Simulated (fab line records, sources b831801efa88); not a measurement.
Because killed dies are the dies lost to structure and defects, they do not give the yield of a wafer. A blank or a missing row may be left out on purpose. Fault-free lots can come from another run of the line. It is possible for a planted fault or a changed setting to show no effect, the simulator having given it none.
The tool behind it: which one?	flow gf180mcu	Sampling: 12 lots, 36 wafers, 4 of 602 route steps

== WHAT EACH GAUGE READ, for each wafer ==
GF_V5_CD_MEAS_14 targets a cd of 260 nm.
lot	measured	on	cdNm (nm)
L075	day 27 12:50	cdSem-01	259.8 260.7 259.3
L077	day 28 04:02	cdSem-02	260.7 262.6 262.1
L079	day 28 19:41	cdSem-01	260.9 261.8 262.5
L081	day 29 13:28	cdSem-01	260.8 262.9 261.5
L083	day 30 04:36	cdSem-01	258.9 257.4 258.1
L085	day 30 12:53	cdSem-02	258.5 259.9 260.0
L087	day 31 02:57	cdSem-01	259.4 261.2 259.6
L089	day 31 13:35	cdSem-02	261.7 261.7 260.3
L091	day 32 04:17	cdSem-02	261.7 262.0 261.8
L093	day 32 17:31	cdSem-02	257.2 257.0 257.7
L095	day 33 05:11	cdSem-02	261.9 261.7 261.0
L097	day 33 10:50	cdSem-02	261.0 261.6 261.3

== EACH LOT AND THE TOOL THAT RAN IT (in order: tool; ch and the chambers of the sampled wafers; start) ==
lot	GF_V3_CVD_23	GF_MIM_SPUTTER_03	GF_MIM_SPUTTER_07
L075	cvdW-02 ch 0,1, day 22 19:46	pvdSputter-04, day 24 20:46	pvdSputter-02, day 24 20:55
L077	cvdW-02 ch 1, day 23 13:22	pvdSputter-04, day 25 13:09	pvdSputter-02, day 25 13:19
L079	cvdW-01 ch 0,1, day 24 08:02	pvdSputter-04, day 26 06:27	pvdSputter-02, day 26 06:37
L081	cvdW-01 ch 0,1, day 25 02:41	pvdSputter-03, day 27 00:23	pvdSputter-02, day 27 00:32
L083	cvdW-01 ch 0,1, day 25 20:34	pvdSputter-02, day 27 17:17	pvdSputter-04, day 27 17:26
L085	cvdW-02 ch 0,1, day 26 06:46	pvdSputter-02, day 28 02:45	pvdSputter-04, day 28 02:54
L087	cvdW-01 ch 0,1, day 26 21:08	pvdSputter-02, day 28 17:10	pvdSputter-04, day 28 17:21
L089	cvdW-02 ch 0,1, day 27 11:52	pvdSputter-04, day 29 06:14	pvdSputter-04, day 29 06:23
L091	cvdW-02 ch 0,1, day 28 02:39	pvdSputter-02, day 29 21:28	pvdSputter-03, day 29 21:37
L093	cvdW-01 ch 0,1, day 28 17:50	pvdSputter-03, day 30 12:22	pvdSputter-04, day 30 12:32
L095	cvdW-01 ch 1, day 29 07:18	pvdSputter-02, day 31 00:24	pvdSputter-03, day 31 00:33
L097	cvdW-02 ch 0,1, day 29 14:50	pvdSputter-04, day 31 07:38	pvdSputter-03, day 31 07:48
- GF_V3_CVD_23: deposits W, target thk 350 nm, time 104.9 s.
- GF_MIM_SPUTTER_03: material Ti, target thk 10 nm, time 6.7 s.
- GF_MIM_SPUTTER_07: material TiN, target thk 60 nm, time 50 s.

== THE ANSWER, worked out from the rows above alone ==
Rule: usual is defined by the lots themselves. Put in order of their means at a reading, lots are off if they are a third of the lots or fewer, leave a main group of 4 or more, and stand apart from it by a gap of 3 or more times the standard deviation of the main group's means; of several such gaps the widest counts. A main group whose means are all the same, to the digits that the tables above print for the reading, isn't used. Also off: a lot with no number at a reading for which 4 or more lots have one. Any other lot the step has rows for is counted as sound.
None of the lots is off at any reading shown; this tells nothing.

== WHAT THE SIMULATOR HAD INSERTED ==
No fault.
